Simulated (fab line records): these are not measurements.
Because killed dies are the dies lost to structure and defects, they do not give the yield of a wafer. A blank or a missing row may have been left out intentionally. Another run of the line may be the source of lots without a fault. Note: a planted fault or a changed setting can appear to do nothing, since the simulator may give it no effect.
fab line records	flow gf180mcu
[record] lots = 11	wafers = 33	lastDay = 34
route steps=602 shown MIM@512 V5@541
lots with no fault: from the same line, run without faults
startH: hours from the record's opening day to when the first of the lot's shown wafers began	waitH: hours since the lot's step before	" as in the row above	L1.1+2: several wafers, shown together as one row	- value missing, or start not given	* or withheld: withheld	< > ~ a bound
route shown NAME@n: names a module that has steps shown in the file, with the first one's number in the route	usual: mean and standard deviation over wafers with no fault	same: alike in all rows	chamber/n: place in a boat	sites: per-site readings	_std_site: standard deviation of those values	_edge_site: mean of outer sites minus mean of inner sites	radiusMm: how far each site lies from the wafer's centre	mask NAME#n: copy n	behind: tool/chamber where the wafer was last shaped	hold: reason for holding the lot/hours on hold/outcome of the hold	device: transistor that didn't switch, given as n, p or np	end of line: the route-end tests of the same wafers	a step without rows: its recipe alone	killed: dies lost to structure and defects at the first sort, not the wafer's yield	map: per-die view of a wafer (x killed, . not killed, _ where there is no die)
set.NAME: setting as actually run; set.NAME@STEP: the setting as run at that earlier step	model.NAME: the simulator's own value behind a step, which no gauge read
steps of the route over a sample of lots; a table a step, a row a wafer
services: from which hour (startH, from the record's first day; less than 0 if before it) a tool's chamber was out of use, for how many hours, and why
[[steps]]
[step GF_MIM_SPUTTER_09]
[recipe] material = TiN	targetThkNm = 35	powerW = 6500	timeS = 29.2	chamberPressurePa = 0.4
[usual] cathodeDcPowerW = 6500.1/1.3	chamberPressurePa = 0.4000/0.00078	throttleValvePct = 29.9/1.2
lot.wafer	tool	chamber	startH	waitH	cathodeDcPowerW	chamberPressurePa	throttleValvePct
L744.1	pvdSputter-03	-	592.20	0.0	6499.0	0.3991	28.7
L744.2	"	-	"	"	6500.5	0.3993	28.2
L744.6	"	-	"	"	6498.4	0.3990	31.2
L746.1	pvdSputter-02	-	608.07	0.0	-	-	-
L746.2	"	-	"	"	-	-	-
L746.6	"	-	"	"	-	-	-
L747.2	pvdSputter-01	-	611.61	0.0	-	-	-
L747.4	"	-	"	"	-	-	-
L747.5	"	-	"	"	-	-	-
L748.1	pvdSputter-01	-	612.54	0.0	-	-	-
L748.2	"	-	"	"	-	-	-
L748.3	"	-	"	"	-	-	-
L750.4	pvdSputter-02	-	636.76	0.0	6500.6	0.4006	32.3
L750.5	"	-	"	"	6497.0	0.4009	28.8
L750.6	"	-	"	"	6498.8	0.3999	32.3
L756.1	pvdSputter-02	-	676.99	0.0	6500.7	0.3999	30.0
L756.3	"	-	"	"	6499.1	0.3998	28.8
L756.6	"	-	"	"	6499.1	0.4007	30.9
L760.1	pvdSputter-03	-	708.61	0.0	6497.9	0.4000	28.3
L760.5	"	-	"	"	6500.6	0.4007	28.7
L760.6	"	-	"	"	6503.5	0.4002	31.1
L759.2	pvdSputter-02	-	713.31	0.0	6500.0	0.3993	32.3
L759.4	"	-	"	"	6499.9	0.4007	31.3
L759.6	"	-	"	"	6500.9	0.3986	32.3
L761.1	pvdSputter-02	-	714.50	0.0	6500.8	0.3990	29.1
L761.2	"	-	"	"	6500.5	0.3982	32.3
L761.3	"	-	"	"	6500.9	0.4000	31.0
L763.2	pvdSputter-01	-	720.16	0.0	6502.0	0.3989	28.4
L763.4	"	-	"	"	6500.5	0.4008	28.4
L763.5	"	-	"	"	6499.6	0.3994	29.2
L765.1	pvdSputter-03	-	736.90	0.0	6499.9	0.4013	31.5
L765.2	"	-	"	"	6500.2	0.4006	30.6
L765.4	"	-	"	"	6501.3	0.4009	28.8
[step GF_MIM_THK_MEAS_11]
[recipe] thkMeasGauge = xrf	reads = AlCu_of_MIM_SPUTTER_08
[usual] MIM_ALCU_THK = 200.5/2
lot.wafer	tool	chamber	startH	waitH	MIM_ALCU_THK[nm]
L744.1	filmMetro-03	-	592.35	0.1	197.3
L744.2	"	-	"	"	198.5
L744.6	"	-	"	"	199.7
L746.1	filmMetro-04	-	608.22	0.1	213.7
L746.2	"	-	"	"	213.0
L746.6	"	-	"	"	212.3
L747.2	filmMetro-04	-	611.85	0.1	213.6
L747.4	"	-	"	"	212.5
L747.5	"	-	"	"	211.7
L748.1	filmMetro-04	-	612.69	0.1	214.2
L748.2	"	-	"	"	212.2
L748.3	"	-	"	"	212.3
L750.4	filmMetro-04	-	636.94	0.1	198.7
L750.5	"	-	"	"	198.5
L750.6	"	-	"	"	199.2
L756.1	filmMetro-02	-	677.15	0.1	201.5
L756.3	"	-	"	"	203.3
L756.6	"	-	"	"	204.7
L760.1	filmMetro-03	-	708.77	0.1	200.4
L760.5	"	-	"	"	201.5
L760.6	"	-	"	"	201.2
L759.2	filmMetro-02	-	713.48	0.1	202.2
L759.4	"	-	"	"	202.3
L759.6	"	-	"	"	203.6
L761.1	filmMetro-02	-	714.65	0.1	201.6
L761.2	"	-	"	"	202.2
L761.3	"	-	"	"	198.9
L763.2	filmMetro-02	-	720.32	0.1	198.1
L763.4	"	-	"	"	198.7
L763.5	"	-	"	"	198.9
L765.1	filmMetro-04	-	737.05	0.1	204.3
L765.2	"	-	"	"	204.8
L765.4	"	-	"	"	201.9
[step GF_MIM_METAL_ETCH_19]
[recipe] chemistry = Cl2/BCl3	maskMaterial = NOVOLAK	stopOn = Si3N4	targetDepthNm = 324.5	pressureMtorr = 8	icpW = 800	biasW = 140	Cl2_flow_sccm = 80	bcl3FlowSccm = 40	timeS = 54.1
[usual] drypumpMotorCurrentA = 5.84/0.22	oesProductAu = 0.941/0.0057	throttleValvePct = 28.283/0.0099
lot.wafer	tool	chamber	startH	waitH	drypumpMotorCurrentA	oesProductAu	rfHoursCounterH	throttleValvePct
L744.1	rieMetal-01	0	613.21	0.1	5.44	0.931	11	28.304
L744.2	"	1	"	"	5.67	0.933	4	28.292
L744.6	"	0	"	"	5.45	0.928	-	28.289
L746.1	rieMetal-02	1	629.00	0.1	5.92	0.992	4	28.252
L746.2	"	0	"	"	5.80	0.996	10	28.237
L746.6	"	1	"	"	5.91	0.990	-	28.239
L747.2	rieMetal-01	0	631.90	0.1	5.44	0.994	12	28.222
L747.4	"	0	"	"	5.46	0.997	-	28.223
L747.5	"	1	"	"	5.68	0.988	-	28.247
L748.1	rieMetal-02	0	633.25	0.1	5.81	0.982	10	28.218
L748.2	"	1	"	"	5.92	0.993	4	28.237
L748.3	"	0	"	"	5.79	0.992	-	28.206
L750.4	rieMetal-03	0	656.82	0.1	5.84	0.939	-	28.295
L750.5	"	1	"	"	6.21	0.937	-	28.291
L750.6	"	0	"	"	5.83	0.947	-	28.286
L756.1	rieMetal-03	1	695.60	0.1	6.21	0.930	11	28.293
L756.3	"	1	"	"	6.21	0.942	-	28.273
L756.6	"	1	"	"	6.19	0.952	-	28.278
L760.1	rieMetal-03	0	725.95	0.1	5.85	0.943	3	28.273
L760.5	"	0	"	"	5.81	0.937	-	28.281
L760.6	"	1	"	"	6.21	0.943	-	28.285
L759.2	rieMetal-03	0	731.10	0.1	5.83	0.943	3	28.281
L759.4	"	1	"	"	6.21	0.951	-	28.286
L759.6	"	0	"	"	5.83	0.950	-	28.263
L761.1	rieMetal-01	1	732.05	0.1	5.66	0.945	9	28.291
L761.2	"	0	"	"	5.44	0.944	2	28.278
L761.3	"	0	"	"	5.44	0.934	-	28.286
L763.2	rieMetal-01	1	737.34	0.1	5.66	0.934	9	28.289
L763.4	"	0	"	"	5.43	0.946	-	28.290
L763.5	"	0	"	"	5.45	0.939	-	28.297
L765.1	rieMetal-02	1	753.70	0.1	5.91	0.943	9	28.272
L765.2	"	0	"	"	5.79	0.956	15	28.258
L765.4	"	0	"	"	5.80	0.938	-	28.287
[step GF_V5_THK_MEAS_01]
[recipe] reads = SiO2_of_V5_CVD_00
[usual] V5_CVD_00_THK = 299.3/2.4
lot.wafer	tool	chamber	startH	waitH	V5_CVD_00_THK[nm]
L744.1	filmMetro-02	-	634.74	0.0	296.8
L744.2	"	-	"	"	298.9
L744.6	"	-	"	"	299.5
L746.1	filmMetro-01	-	650.22	0.0	300.2
L746.2	"	-	"	"	299.8
L746.6	"	-	"	"	296.8
L747.2	filmMetro-01	-	653.18	0.0	298.3
L747.4	"	-	"	"	300.7
L747.5	"	-	"	"	296.6
L748.1	filmMetro-04	-	653.85	0.0	303.0
L748.2	"	-	"	"	301.3
L748.3	"	-	"	"	301.4
L750.4	filmMetro-04	-	677.70	0.0	302.7
L750.5	"	-	"	"	299.6
L750.6	"	-	"	"	299.8
L756.1	filmMetro-04	-	715.90	0.0	300.5
L756.3	"	-	"	"	301.0
L756.6	"	-	"	"	300.5
L760.1	filmMetro-02	-	744.37	0.0	301.7
L760.5	"	-	"	"	296.9
L760.6	"	-	"	"	300.9
L759.2	filmMetro-02	-	749.76	0.0	301.8
L759.4	"	-	"	"	299.4
L759.6	"	-	"	"	299.5
L761.1	filmMetro-04	-	750.99	0.0	301.7
L761.2	"	-	"	"	300.7
L761.3	"	-	"	"	300.7
L763.2	filmMetro-01	-	756.39	0.0	301.4
L763.4	"	-	"	"	300.1
L763.5	"	-	"	"	299.9
L765.1	filmMetro-04	-	770.96	0.0	298.3
L765.2	"	-	"	"	298.5
L765.4	"	-	"	"	300.0
[step GF_V5_CMP_04]
[recipe] material = SiO2	downForcePsi = 4	platenRpm = 60	padVelocityMS = 0.94248
[usual] motorCurrentA = 12.3/0.75
lot.wafer	tool	chamber	startH	waitH	motorCurrentA
L744.1	cmp-02	1	635.15	0.2	11.2
L744.2	"	2	"	"	12.0
L744.6	"	0	"	"	13.1
L746.1	cmp-02	1	650.50	0.1	12.1
L746.2	"	3	"	"	12.0
L746.6	"	0	"	"	13.3
L747.2	cmp-02	0	653.45	0.1	13.5
L747.4	"	2	"	"	12.2
L747.5	"	3	"	"	12.4
L748.1	cmp-02	1	654.08	0.1	12.1
L748.2	"	2	"	"	11.5
L748.3	"	0	"	"	14.6
L750.4	cmp-02	2	677.96	0.1	12.2
L750.5	"	1	"	"	11.7
L750.6	"	2	"	"	11.8
L756.3	cmp-02	2	716.13	0.0	11.6
L756.1	"	3	"	"	11.8
L756.6	"	2	"	"	11.9
L760.1	cmp-01	3	744.70	0.1	11.8
L760.6	"	1	"	"	11.9
L760.5	"	2	"	"	12.6
L759.2	cmp-01	2	750.03	0.1	12.3
L759.4	"	3	"	"	11.0
L759.6	"	1	"	"	12.6
L761.2	cmp-02	1	751.27	0.1	12.1
L761.1	"	2	"	"	12.2
L761.3	"	3	"	"	11.5
L763.4	cmp-02	0	756.61	0.0	13.4
L763.2	"	2	"	"	12.1
L763.5	"	0	"	"	13.6
L765.4	cmp-02	2	771.19	0.0	11.6
L765.1	"	0	"	"	13.6
L765.2	"	1	"	"	12.5
[step GF_V5_ETCH_16]
[recipe] chemistry = N2/H2	targetDepthA = withheld	overetchA = withheld	timeS = withheld	target = BARC	ionEnergyEv = 200	sourceW = 500	biasW = 100	pressureMtorr = 30	n2FlowSccm = 100	h2FlowSccm = 200
[usual] drypumpMotorCurrentA = 5.7/0.41	oesProductAu = 0.855/0.0049	throttleValvePct = 13.225/0.0096
lot.wafer	tool	chamber	startH	waitH	drypumpMotorCurrentA	oesProductAu	throttleValvePct
L744.1	rieDiel-01	1	655.10	0.0	5.9	0.866	13.209
L744.2	"	3	"	"	5.7	0.852	13.222
L744.6	"	3	"	"	5.7	0.848	13.235
L746.1	rieDiel-04	0	670.76	0.0	6.1	0.858	13.230
L746.2	"	1	"	"	4.9	0.853	13.211
L746.6	"	1	"	"	4.9	0.857	13.254
L747.2	rieDiel-02	0	673.65	0.0	5.8	0.858	13.205
L747.4	"	3	"	"	5.6	0.860	13.225
L747.5	"	1	"	"	5.4	0.850	13.236
L748.1	rieDiel-01	3	674.00	0.0	5.7	0.852	13.214
L748.2	"	2	"	"	5.2	0.854	13.235
L748.3	"	1	"	"	6.0	0.854	13.213
L750.4	rieDiel-02	1	697.55	0.0	5.5	0.852	13.212
L750.5	"	0	"	"	5.8	0.848	13.227
L750.6	"	1	"	"	5.5	0.856	13.233
L756.1	rieDiel-01	0	734.26	0.0	5.7	0.854	13.225
L756.3	"	1	"	"	6.0	0.856	13.220
L756.6	"	0	"	"	5.7	0.853	13.237
L760.1	rieDiel-02	0	761.25	0.0	5.9	0.857	13.228
L760.5	"	0	"	"	5.8	0.853	13.218
L760.6	"	2	"	"	5.8	0.855	13.238
L759.2	rieDiel-02	3	767.25	0.0	5.6	0.854	13.236
L759.4	"	2	"	"	5.9	0.859	13.235
L759.6	"	3	"	"	5.6	0.861	13.227
L761.1	rieDiel-04	2	767.80	0.0	6.6	0.854	13.233
L761.2	"	1	"	"	4.9	0.852	13.219
L761.3	"	0	"	"	6.1	0.860	13.219
L763.2	rieDiel-02	2	773.75	0.0	5.9	0.851	13.225
L763.4	"	0	"	"	5.9	0.852	13.216
L763.5	"	3	"	"	5.6	0.852	13.238
L765.1	rieDiel-04	2	787.41	0.0	6.6	0.858	13.225
L765.2	"	3	"	"	6.0	0.856	13.235
L765.4	"	0	"	"	6.1	0.854	13.207
[[services]]
tool	chamber	startH	hours	kind
rieDiel-02	3	568.66	5.1	repair
cmp-02	-	577.85	0.8	repair
rieDiel-04	1	585.07	2.0	repair
rieMetal-02	-	606.92	2.8	pm
rieMetal-03	-	609.05	1.4	pm
rieDiel-02	0	618.29	1.4	repair
rieMetal-02	-	622.10	1.4	pm
rieDiel-01	0	622.69	5.9	repair
cmp-02	-	624.14	0.8	repair
rieDiel-01	2	648.69	4.6	repair
cmp-02	-	659.94	5.9	pm
rieDiel-02	1	660.34	3.3	repair
cmp-02	-	665.99	0.2	repair
cmp-02	-	666.08	0.9	repair
rieDiel-04	1	692.15	15.5	repair
pvdSputter-01	-	694.41	2.4	repair
rieMetal-01	-	698.23	2.8	pm
rieDiel-02	3	733.14	18.1	repair
cmp-02	-	744.90	4.0	pm
rieMetal-01	-	747.41	14.6	pm
rieDiel-02	3	752.23	7.6	repair
rieDiel-02	1	757.16	5.8	repair
pvdSputter-02	-	766.99	3.7	repair
rieMetal-01	1	772.71	5.1	repair
[[key]]
[firstSign] step = GF_MIM_SPUTTER_09	reading = toolRecord	direction = missing
[effect] step = GF_MIM_THK_MEAS_11	reading = MIM_ALCU_THK	direction = up	sigmas = 6.1	usual = 200.5	struck = 212.8
[effect] step = GF_MIM_METAL_ETCH_19	reading = oesProductAu	direction = up	sigmas = 8.8	usual = 0.941	struck = 0.992
metAt GF_MIM_SPUTTER_09
struckLots L746,L747,L748
notActingAt GF_V5_THK_MEAS_01,GF_V5_CMP_04,GF_V5_ETCH_16
[fault] kind = skippedStepWhole	tool = pvdSputter-01,pvdSputter-02	chamber = -	onsetH = 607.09	steps = GF_MIM_SPUTTER_09	scope = struckLotsOnly
